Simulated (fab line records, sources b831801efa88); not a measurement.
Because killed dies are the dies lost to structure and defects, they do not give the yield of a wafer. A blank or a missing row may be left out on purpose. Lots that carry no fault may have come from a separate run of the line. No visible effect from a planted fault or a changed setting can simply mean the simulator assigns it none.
The tool behind it: which one? | flow gf180mcu | 33 wafers from 11 lots sampled at 6 of the route's 602 steps

WHAT THE GAUGES READ, wafer by wafer
GF_HV_LDD_CD_MEAS_31: target cd 400 nm.
lot  | measured     | on       | cdNm (nm)
L379 | day 11 16:52 | cdSem-01 | 399.9 398.5 401.0
L380 | day 12 03:25 | cdSem-01 | 397.8 398.1 400.1
L382 | day 12 17:28 | cdSem-01 | 394.5 394.3 393.9
L386 | day 14 07:25 | cdSem-01 | 399.4 399.3 400.4
L387 | day 14 11:19 | cdSem-02 | 402.1 404.2 401.6
L389 | day 15 02:08 | cdSem-01 | 398.4 396.1 396.7
L390 | day 15 08:07 | cdSem-02 | 400.2 400.5 398.7
L391 | day 15 18:37 | cdSem-02 | 399.3 398.6 400.7
L394 | day 16 17:46 | cdSem-02 | - - -
L396 | day 17 19:42 | cdSem-02 | 397.8 398.1 396.8
L397 | day 17 20:25 | cdSem-01 | 403.3 400.7 401.4

GF_HV_LDD_TW_MEAS_38.
lot  | measured     | on           | HV_LDD_3_TW
L379 | day 11 17:42 | filmMetro-03 | 1460 1459 1459
L380 | day 12 04:16 | filmMetro-01 | 1435 1441 1436
L382 | day 12 18:19 | filmMetro-04 | 1463 1462 1462
L386 | day 14 08:16 | filmMetro-01 | 1454 1448 1443
L387 | day 14 12:10 | filmMetro-03 | 1451 1468 1456
L389 | day 15 02:59 | filmMetro-01 | 1450 1450 1443
L390 | day 15 08:58 | filmMetro-04 | 1481 1482 1482
L391 | day 15 19:28 | filmMetro-01 | 1447 1444 1445
L394 | day 16 18:37 | filmMetro-04 | 31 31 31 31 31 31
L396 | day 17 20:32 | filmMetro-03 | 1467 1471 1469
L397 | day 17 21:14 | filmMetro-03 | 1465 1479 1474

GF_PSD_RS_MEAS_15: measurement is done with a four-point probe.
lot  | measured     | on           | PSD_RS (ohm/sq)
L379 | day 14 10:08 | filmMetro-03 | 107.1 107.2 107.4
L380 | day 14 20:33 | filmMetro-03 | 108.5 108.5 108.2
L382 | day 15 09:41 | filmMetro-01 | 108.0 107.9 107.9
L386 | day 17 04:29 | filmMetro-02 | 108.0 107.6 108.0
L387 | day 17 08:30 | filmMetro-01 | 107.9 107.8 107.7
L389 | day 18 04:01 | filmMetro-03 | 108.6 108.3 108.3
L390 | day 18 10:20 | filmMetro-02 | 107.8 108.3 108.0
L391 | day 18 21:29 | filmMetro-03 | 108.1 107.8 108.2
L396 | day 21 04:04 | filmMetro-02 | 108.6 108.2 108.6
L397 | day 21 01:47 | filmMetro-01 | 108.1 108.1 107.6

WHAT TOOL EACH LOT RAN ON (gives the tool, then ch and the chambers of the sampled wafers, and finally the start)
lot  | GF_VT_IMPLANT_STRIP_31              | GF_HV_LDD_STRIP_10                  | GF_HV_LDD_EXPOSE_28
L379 | plasmaAsher-02 ch 0,1, day 7 01:29  | plasmaAsher-01 ch 0,1, day 10 04:09 | ilineStepper-02 ch 0, day 11 07:38
L380 | plasmaAsher-02 ch 0, day 7 10:16    | plasmaAsher-03 ch 0,1, day 10 14:34 | ilineStepper-01 ch 0, day 11 18:32
L382 | plasmaAsher-04 ch 0,1, day 7 21:09  | plasmaAsher-03 ch 0,1, day 11 03:01 | ilineStepper-01 ch 0, day 12 07:52
L386 | plasmaAsher-04 ch 0,1, day 9 06:18  | plasmaAsher-03 ch 0,1, day 12 15:19 | ilineStepper-02 ch 0, day 13 21:20
L387 | plasmaAsher-01 ch 0,1, day 9 07:48  | plasmaAsher-01 ch 0,1, day 12 19:01 | ilineStepper-02 ch 0, day 14 01:37
L389 | plasmaAsher-01 ch 0,1, day 9 22:00  | plasmaAsher-03 ch 0,1, day 13 09:25 | ilineStepper-02 ch 0, day 14 16:08
L390 | plasmaAsher-02 ch 0,1, day 10 04:43 | plasmaAsher-02 ch 0,1, day 13 15:22 | ilineStepper-01 ch 0, day 14 22:47
L391 | plasmaAsher-04 ch 1, day 10 10:18   | plasmaAsher-01 ch 0,1, day 14 00:58 | ilineStepper-02 ch 0, day 15 07:56
L394 | plasmaAsher-02 ch 0,1, day 11 06:21 | plasmaAsher-03 ch 0,1, day 14 23:28 | ilineStepper-01 ch 0, day 16 07:14
L396 | plasmaAsher-04 ch 0,1, day 11 22:08 | plasmaAsher-01 ch 0,1, day 15 22:45 | ilineStepper-01 ch 0, day 17 08:03
L397 | plasmaAsher-02 ch 0,1, day 12 01:02 | plasmaAsher-03 ch 0,1, day 15 23:15 | ilineStepper-01 ch 0, day 17 08:40
- GF_VT_IMPLANT_STRIP_31: strips in O2/N2.
- GF_HV_LDD_STRIP_10: strips in O2/N2.
- GF_HV_LDD_EXPOSE_28: exposes mask Nplus HV AREA, target cd 400 nm.

AS READ BY THE TOOLS THEMSELVES (means over the sampled wafers that have a number; for cases with no such wafer, the mark the record gives instead)
GF_VT_IMPLANT_STRIP_31.
lot  | tool           | drypumpMotorCurrentA (A) | heaterPowerW (W) | oesProductAu (a.u.) | stripTimeToEndpointS (s)
L379 | plasmaAsher-02 | 6.17                     | 372              | 0.715               | 12.46
L380 | plasmaAsher-02 | 6.52                     | 378              | 0.717               | 12.48
L382 | plasmaAsher-04 | 6.09                     | 321              | 0.718               | 12.45
L386 | plasmaAsher-04 | 6.10                     | 318              | 0.717               | 12.48
L387 | plasmaAsher-01 | 5.71                     | 347              | 0.717               | 12.48
L389 | plasmaAsher-01 | 5.91                     | 355              | 0.717               | 12.47
L390 | plasmaAsher-02 | 6.17                     | 370              | 0.714               | 12.45
L391 | plasmaAsher-04 | 6.07                     | 322              | 0.720               | 12.45
L394 | plasmaAsher-02 | 6.17                     | 374              | 0.720               | 12.46
L396 | plasmaAsher-04 | 6.10                     | 327              | 0.718               | 12.45
L397 | plasmaAsher-02 | 6.17                     | 378              | 0.715               | 12.49

GF_HV_LDD_STRIP_10.
lot  | tool           | drypumpMotorCurrentA (A) | heaterPowerW (W) | oesProductAu (a.u.) | stripTimeToEndpointS (s)
L379 | plasmaAsher-01 | 5.7                      | 350              | 0.714               | 12.660
L380 | plasmaAsher-03 | 5.3                      | 320              | 0.718               | 12.653
L382 | plasmaAsher-03 | 5.1                      | 320              | 0.719               | 12.611
L386 | plasmaAsher-03 | 5.1                      | 323              | 0.717               | 12.653
L387 | plasmaAsher-01 | 5.7                      | 349              | 0.715               | 12.637
L389 | plasmaAsher-03 | 5.1                      | 322              | 0.719               | 12.649
L390 | plasmaAsher-02 | 6.2                      | 377              | 0.718               | 12.674
L391 | plasmaAsher-01 | 5.9                      | 358              | 0.719               | 12.658
L394 | plasmaAsher-03 | 5.3                      | 321              | 0.720               | 12.645
L396 | plasmaAsher-01 | 5.7                      | 350              | 0.712               | 12.663
L397 | plasmaAsher-03 | 5.1                      | 325              | 0.718               | 12.648

THE ANSWER, worked out from the rows above alone
Rule: the lots themselves supply what counts as usual. The widest of any qualifying gaps counts: lots, ordered by their means at a reading, are off when they make up no more than a third of the lots, leave a main group of 4 or more, and stand apart from it by 3 or more times the standard deviation of that group's means. The tables above print the reading to a certain number of digits; a main group whose means all agree to those digits is not used. Also off: a lot with no number at a reading for which 4 or more lots have one. Any other lot the step has rows for is counted as sound. Order of review: gauges by route order, followed by the tools' own readings, for which a lot's mean as printed above is used. The first step at which some lot is off is used, and at that step the reading that is off furthest; a lot without a number counts as furthest.
Off: L394, at GF_HV_LDD_CD_MEAS_31 (cdNm). Without a number there: L394. Mean 399.1 nm and standard deviation 2.3 in the main group.
If a tool, at a process step before that reading, ran all the lots that are off and no sound lot after the first of them, it fits. Not tried: the gauges at GF_HV_LDD_CD_MEAS_31; whatever is off there is also off at GF_HV_LDD_TW_MEAS_38, on other tools, and gauge error can't account for it. No candidate that was tried fits.

WHAT THE SIMULATOR HAD INSERTED
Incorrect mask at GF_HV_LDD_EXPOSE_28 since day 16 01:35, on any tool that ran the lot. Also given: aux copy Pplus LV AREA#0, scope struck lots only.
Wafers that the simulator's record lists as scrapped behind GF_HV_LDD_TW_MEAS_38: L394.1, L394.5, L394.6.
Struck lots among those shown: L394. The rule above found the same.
